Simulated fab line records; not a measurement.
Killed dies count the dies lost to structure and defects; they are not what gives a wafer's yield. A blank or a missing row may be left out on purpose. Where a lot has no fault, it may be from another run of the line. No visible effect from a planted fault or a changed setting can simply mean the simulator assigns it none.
The tool behind it: which one? + flow gf180mcu + 14 lots, 42 wafers sampled, at 5 steps of a route of 602

WHAT EACH GAUGE READ, for each wafer
GF_VT_IMPLANT_TW_MEAS_32. Usual: VT_IMPLANT_3_TW typically reads 270.6, with standard deviation 2.5.
| lot  | measured     | on           | VT_IMPLANT_3_TW   | flag |
|------|--------------|--------------|-------------------|------|
| L672 | day 7 18:40  | filmMetro-04 | 268.6 270.9 269.8 |      |
| L673 | day 7 23:43  | filmMetro-04 | 267.9 269.5 268.7 |      |
| L674 | day 8 05:27  | filmMetro-03 | 270.0 269.8 268.9 |      |
| L675 | day 8 09:43  | filmMetro-01 | 273.6 272.8 272.8 |      |
| L677 | day 9 03:43  | filmMetro-03 | 267.8 267.4 267.4 |      |
| L678 | day 9 04:10  | filmMetro-01 | 272.8 272.2 272.0 |      |
| L679 | day 9 11:13  | filmMetro-01 | 273.5 274.1 273.3 |      |
| L685 | day 11 10:38 | filmMetro-03 | 247.3 247.8 248.5 | OFF  |
| L686 | day 11 15:49 | filmMetro-04 | 243.6 243.2 243.7 | OFF  |
| L687 | day 12 01:20 | filmMetro-03 | 243.6 244.1 245.0 | OFF  |
| L688 | day 12 04:25 | filmMetro-01 | 272.1 271.4 272.4 |      |
| L689 | day 12 12:22 | filmMetro-01 | 272.4 272.8 271.6 |      |
| L690 | day 12 17:07 | filmMetro-04 | 269.1 268.1 268.6 |      |
| L691 | day 12 19:31 | filmMetro-01 | 272.5 272.1 270.4 |      |

GF_HV_LDD_OVL_MEAS_08. Usual: HV_LDD_OVL typically reads -0.7 nm, with standard deviation 1.1.
| lot  | measured     | on         | HV_LDD_OVL (nm) | flag |
|------|--------------|------------|-----------------|------|
| L672 | day 10 23:42 | overlay-02 | -0.6 -0.7 0.8   |      |
| L673 | day 11 06:09 | overlay-02 | 0.3 0.5 -0.6    |      |
| L674 | day 11 14:05 | overlay-02 | -1.4 -1.1 0.8   |      |
| L675 | day 11 18:30 | overlay-01 | -0.8 -1.5 -0.9  |      |
| L677 | day 12 15:12 | overlay-01 | 0.4 -2.2 -0.9   |      |
| L678 | day 12 15:29 | overlay-01 | -1.1 -1.5 -0.9  |      |
| L679 | day 12 22:26 | overlay-01 | 0.4 0.0 -0.6    |      |
| L685 | day 15 02:29 | overlay-02 | 0.3 -0.7 -0.1   |      |
| L686 | day 15 10:27 | overlay-02 | -1.7 -2.7 -1.0  |      |
| L687 | day 15 19:50 | overlay-01 | 0.0 -1.0 -1.1   |      |
| L688 | day 15 23:12 | overlay-01 | -0.5 -0.1 -1.8  |      |
| L689 | day 16 06:29 | overlay-01 | -0.8 0.1 0.2    |      |
| L690 | day 16 12:32 | overlay-02 | -1.7 -0.6 0.0   |      |
| L691 | day 16 16:35 | overlay-02 | -2.2 -2.9 -1.9  |      |

GF_PSD_CD_MEAS_07: the cd target is 400 nm. Usual: cdNm at 399.7 nm, with a standard deviation of 2.3.
| lot  | measured     | on       | cdNm (nm)         | flag |
|------|--------------|----------|-------------------|------|
| L672 | day 15 08:43 | cdSem-02 | 398.0 397.7 398.0 |      |
| L673 | day 15 16:08 | cdSem-01 | 394.6 397.8 395.0 |      |
| L674 | day 16 01:28 | cdSem-02 | 401.9 401.3 400.6 |      |
| L675 | day 16 06:02 | cdSem-01 | 397.6 398.2 397.0 |      |
| L677 | day 17 05:58 | cdSem-02 | 400.4 400.1 399.4 |      |
| L678 | day 17 06:34 | cdSem-01 | 402.6 402.9 403.5 |      |
| L679 | day 17 15:40 | cdSem-02 | 406.1 403.8 402.3 |      |
| L685 | day 20 02:47 | cdSem-02 | 399.5 400.0 400.3 |      |
| L686 | day 20 12:12 | cdSem-02 | 394.6 394.8 396.1 |      |
| L687 | day 20 22:51 | cdSem-02 | 399.9 399.9 401.7 |      |
| L688 | day 21 01:08 | cdSem-02 | 395.2 398.8 398.3 |      |
| L689 | day 21 09:16 | cdSem-02 | 399.8 399.0 401.2 |      |
| L690 | day 21 15:59 | cdSem-01 | 398.7 399.3 402.6 |      |
| L691 | day 21 21:17 | cdSem-02 | 398.0 399.0 399.2 |      |

GF_SALICIDE_RS_MEAS_04: a four-point-probe measurement. Usual: SALICIDE_TIN_RS typically reads 16.39 ohm/sq, with standard deviation 0.28.
| lot  | measured     | on           | SALICIDE_TIN_RS (ohm/sq) | flag |
|------|--------------|--------------|--------------------------|------|
| L672 | day 16 07:52 | filmMetro-04 | 16.58 16.51 16.55        |      |
| L673 | day 16 15:18 | filmMetro-04 | 16.70 16.63 15.85        |      |
| L674 | day 17 01:05 | filmMetro-02 | 16.44 16.43 16.65        |      |
| L675 | day 17 06:13 | filmMetro-02 | 16.26 16.01 16.47        |      |
| L677 | day 18 06:37 | filmMetro-01 | 16.45 16.38 16.08        |      |
| L678 | day 18 07:22 | filmMetro-01 | 16.05 15.89 16.16        |      |
| L679 | day 18 16:35 | filmMetro-01 | 16.01 16.49 16.53        |      |
| L685 | day 21 03:52 | filmMetro-04 | 15.97 15.78 15.79        |      |
| L686 | day 21 13:10 | filmMetro-02 | 16.60 16.99 16.49        |      |
| L687 | day 21 23:50 | filmMetro-04 | 16.71 16.15 16.56        |      |
| L688 | day 22 01:22 | filmMetro-01 | 16.57 16.62 16.15        |      |
| L689 | day 22 10:19 | filmMetro-02 | 16.64 16.43 16.84        |      |
| L690 | day 22 16:49 | filmMetro-01 | 16.03 16.42 16.55        |      |
| L691 | day 22 21:29 | filmMetro-04 | 16.13 16.20 16.34        |      |

TOOL THAT RAN EACH LOT (tool first, then ch and the chambers of the sampled wafers, then the start)
| lot  | GF_VT_IMPLANT_IMPLANT_30        |
|------|---------------------------------|
| L672 | implanter-04 ch 0, day 7 18:25  |
| L673 | implanter-01 ch 0, day 7 23:29  |
| L674 | implanter-01 ch 0, day 8 05:12  |
| L675 | implanter-02 ch 0, day 8 09:30  |
| L677 | implanter-04 ch 0, day 9 03:30  |
| L678 | implanter-02 ch 0, day 9 03:55  |
| L679 | implanter-02 ch 0, day 9 10:58  |
| L685 | implanter-04 ch 0, day 11 10:23 |
| L686 | implanter-04 ch 0, day 11 15:35 |
| L687 | implanter-04 ch 0, day 12 01:05 |
| L688 | implanter-01 ch 0, day 12 04:10 |
| L689 | implanter-02 ch 0, day 12 12:07 |
| L690 | implanter-01 ch 0, day 12 16:52 |
| L691 | implanter-01 ch 0, day 12 19:16 |
- GF_VT_IMPLANT_IMPLANT_30

AS READ BY THE TOOLS THEMSELVES (means over the sampled wafers that have a number; for cases with no such wafer, the mark the record gives instead)
GF_VT_IMPLANT_IMPLANT_30. Usual: beamEnergyKeV 25.001, standard deviation 0.0069; doseIonsCm2 2.534e+12, standard deviation 3.2e+09; faradayCurrentUA 14.27, standard deviation 0.26.
| lot  | tool         | beamEnergyKeV | doseIonsCm2 | faradayCurrentUA | flag |
|------|--------------|---------------|-------------|------------------|------|
| L672 | implanter-04 | 25.002        | 2.536e+12   | 14.45            |      |
| L673 | implanter-01 | 25.002        | 2.536e+12   | 14.52            |      |
| L674 | implanter-01 | 25.005        | 2.530e+12   | 14.06            |      |
| L675 | implanter-02 | 25.012        | 2.536e+12   | 14.06            |      |
| L677 | implanter-04 | 25.000        | 2.532e+12   | 14.13            |      |
| L678 | implanter-02 | 25.000        | 2.535e+12   | 14.38            |      |
| L679 | implanter-02 | 25.008        | 2.534e+12   | 14.16            |      |
| L685 | implanter-04 | 25.000        | 1.830e+12   | 10.34            | OFF  |
| L686 | implanter-04 | 25.000        | 1.834e+12   | 10.35            | OFF  |
| L687 | implanter-04 | 24.999        | 1.836e+12   | 10.33            | OFF  |
| L688 | implanter-01 | 24.999        | 2.537e+12   | 14.63            |      |
| L689 | implanter-02 | 24.997        | 2.535e+12   | 14.22            |      |
| L690 | implanter-01 | 25.002        | 2.536e+12   | 14.07            |      |
| L691 | implanter-01 | 24.998        | 2.534e+12   | 14.10            |      |

THE ANSWER, worked out from the rows above alone
Rule: lot off if the mean of its wafers having a number is beyond 3 standard deviations from the usual mean. A lot without any number at a reading at which 4 lots or more have one is off too. Where the step has rows for the other lots, those lots are counted as sound. First the gauges in route order, then the tools' own readings, where a lot's mean is used as printed above. At the first step where some lot is off, the reading lying furthest off is the one used; lots without a number count as furthest.
Off: at GF_VT_IMPLANT_TW_MEAS_32 (VT_IMPLANT_3_TW), L685, L686, L687.
A tool fits if, at a process step before that reading, it ran every lot that is off, and no sound lot after the first of them. Not tried: the gauges at GF_VT_IMPLANT_TW_MEAS_32; whatever is off there is also off at GF_VT_IMPLANT_IMPLANT_30, on other tools, and gauge error can't account for it. One fits: GF_VT_IMPLANT_IMPLANT_30 on implanter-04. A fault onset in the window from L677 (day 9 03:30, its last sound lot) to L685 (day 11 10:23, its first lot off) fits.
The tool's own readings at GF_VT_IMPLANT_IMPLANT_30 bear it out: on the lots that are off they differ by more than 5 times the standard deviation of the sound lots' means. doseIonsCm2 reads 1.833e+12 there against 2.535e+12 on the sound lots; faradayCurrentUA reads 10.34 there against 14.25 on the sound lots.

WHAT HAD BEEN PUT IN BY THE SIMULATOR
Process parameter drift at GF_VT_IMPLANT_IMPLANT_30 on implanter-04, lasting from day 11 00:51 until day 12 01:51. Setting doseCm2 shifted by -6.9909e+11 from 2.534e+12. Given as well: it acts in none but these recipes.
Lots struck among those shown: L685, L686, L687. The rule given above showed the same thing.
